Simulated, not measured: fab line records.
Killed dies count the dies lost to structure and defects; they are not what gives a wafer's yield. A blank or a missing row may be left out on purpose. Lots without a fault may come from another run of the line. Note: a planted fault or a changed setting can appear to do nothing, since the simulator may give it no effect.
A struck lot beside a sound one	flow sky130	29 out of 708 route steps
Sound: wafers L982.1, L982.5, L982.6. Struck: wafer L978.6. (L978.3, L978.4 of the same lot were not struck and are left out.) The cause comes at the end.
Per side, at each step with rows, come the tool, then ch with its chambers, and then its first start. Under that, the readings that differ: sound wafers	struck wafers	difference of the means	sigmas: that difference in standard deviations of wafers without a fault.
alike: words and numbers the same on both sides, and readings whose means are apart by under 2 such deviations; not compared: readings that were withheld, readings missing a value for some wafer, numbers with overlapping values and no deviation given by the record, and bounds like >300 which may hide the same value.
Wherever a step has rows on one side only, a row that says differs or no value, or a row with sigmas, the two part there. Numbers that have no deviation but don't overlap get no sigmas and don't part them. A reading missing from all wafers of one side parts the sides only when that side holds two or more wafers.

first, 8 steps without rows for these wafers: SKY_LOCAL_INTERCONNECT_DEHYDRATE_03 (time 60 s); SKY_LOCAL_INTERCONNECT_HMDS_04 (prime time 60 s); SKY_LOCAL_INTERCONNECT_COAT_05 (resist thk 60 nm); SKY_LOCAL_INTERCONNECT_COAT_06 (resist thk 450 nm); SKY_LOCAL_INTERCONNECT_SOFTBAKE_07 (time 90 s); SKY_LOCAL_INTERCONNECT_EXPOSE_08 (exposes mask LI1M, target cd 170 nm); SKY_LOCAL_INTERCONNECT_PEB_09; SKY_LOCAL_INTERCONNECT_DEVELOP_10 (develop time 60 s).
SKY_LOCAL_INTERCONNECT_ETCH_13: etches BARC in N2/H2, stops on SiO2, time 45.9 s, target depth 60 nm.
  sound on rie_metal-04 ch 0,1, day 37 12:34; struck on rie_metal-02 ch 1, day 36 09:14
reading	sound	struck	difference	sigmas
oes_product_au (a.u.)	0.860 0.857 0.847	0.804	-0.051	-11
model.KrF-thick_of_LOCAL_INTERCONNECT_COAT_06.thk_nm (nm)	392.8 393.9 392.8	407.1	+13.9	
model.etch.depth_nm (nm)	60.15 59.98 60.21	52.64	-7.47	
model.LOCAL_INTERCONNECT.cd_nm (nm)	171 171.5 169.9	175.7	+4.9	
  alike: bias_w, drypump_motor_current_A, throttle_valve_pct
  not compared: rf_hours_counter_h
SKY_LOCAL_INTERCONNECT_METAL_ETCH_14: etches TiN in Cl2/BCl3, stops on PSG, target depth 110 nm, time 31.4 s.
  sound on rie_metal-04 ch 0,1, day 37 12:38; struck on rie_metal-02 ch 1, day 36 09:18
reading	sound	struck	difference	sigmas
oes_product_au (a.u.)	0.937 0.942 0.942	0.381	-0.559	-70
throttle_valve_pct (%)	21.910 21.887 21.897	22.278	+0.380	+38
model.KrF-thick_of_LOCAL_INTERCONNECT_COAT_06.thk_nm (nm)	349.9 350.9 349	362.8	+12.9	
model.LOCAL_INTERCONNECT.cd_nm (nm)	171.4 172 170.3	175.9	+4.7	
  alike: bias_w, drypump_motor_current_A, mfc_cl2_sccm
  not compared: rf_hours_counter_h
SKY_LOCAL_INTERCONNECT_STRIP_15: strips in O2/N2.
  sound on plasma_asher-03 ch 0,1, day 37 12:41; struck on plasma_asher-04 ch 1, day 36 09:22
reading	sound	struck	difference	sigmas
strip_time_to_endpoint_s (s)	4.740 4.739 4.722	4.866	+0.132	+7
  alike: drypump_motor_current_A, oes_product_au
  not compared: rf_hours_counter_h
then, 14 steps without rows for these wafers: SKY_LOCAL_INTERCONNECT_STRIP_16 (strips in post etch residue remover, time 1200 s); SKY_LOCAL_INTERCONNECT_CLEAN_17 (cleans in IPA, time 180 s); SKY_LOCAL_INTERCONNECT_CLEAN_18 (cleans in O3/DIW); SKY_CONTACT_CVD_00 (deposits Si3N4, target thk 75 nm); SKY_CONTACT_HDPCVD_02 (deposits SiO2, target thk 565 nm, time 94.2 s); SKY_CONTACT_CMP_04 (polishes SiO2); SKY_CONTACT_DEHYDRATE_06 (time 60 s); SKY_CONTACT_HMDS_07 (prime time 60 s); SKY_CONTACT_COAT_08 (resist thk 60 nm); SKY_CONTACT_COAT_09 (resist thk 450 nm); SKY_CONTACT_SOFTBAKE_10 (time 90 s); SKY_CONTACT_EXPOSE_11 (exposes mask CTM1, target cd 170 nm); SKY_CONTACT_PEB_12; SKY_CONTACT_DEVELOP_13 (develop time 60 s).
SKY_CONTACT_CD_MEAS_14: the cd target is 170 nm.
  sound: cd_sem-02 at day 38 15:21; struck: cd_sem-01 at day 37 12:29
  not compared: cd_nm
SKY_CONTACT_OVL_MEAS_15:
  sound: overlay-02 at day 38 15:28; struck: overlay-01 at day 37 12:35
  not compared: CONTACT_OVL
then, 1 step without rows for these wafers: SKY_CONTACT_ETCH_16 (etches BARC in N2/H2, stops on SiO2, time 45.9 s, target depth 60 nm).
-- the record jumps here: 13 days lie between the struck wafers' starts before and after (it left off in module CONTACT and takes up again in module PAD_OPEN, whose first step shown is number 708 of the route) --
SKY_PAD_OPEN_PROBE_99:
  sound: prober-02 at day 50 20:37; struck: prober-01 at day 50 03:59
reading	sound	struck	difference	sigmas
killed_at_M0_to_M3	38 45 48	237	+193	+30
killed_at_M4_up	6 1 3	65	+62	+41
killed_at_contacts	21 16 17	95	+77	+15
killed_at_front_end	5 14 11	19	+9	+2
killed_at_other	0 0 0	76	+76	+99 or more
killed_dies	70 76 79	492	+417	+44
killed_on_rim	15 14 16	96	+81	+21
  alike: killed_open, killed_short

WHERE THEY PART
First at SKY_LOCAL_INTERCONNECT_ETCH_13; last, within this record, at SKY_PAD_OPEN_PROBE_99.

WHY: what the simulator had put in
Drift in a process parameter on rie_metal-02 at SKY_LOCAL_INTERCONNECT_ETCH_13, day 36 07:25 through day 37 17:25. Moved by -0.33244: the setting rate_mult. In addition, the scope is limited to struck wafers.
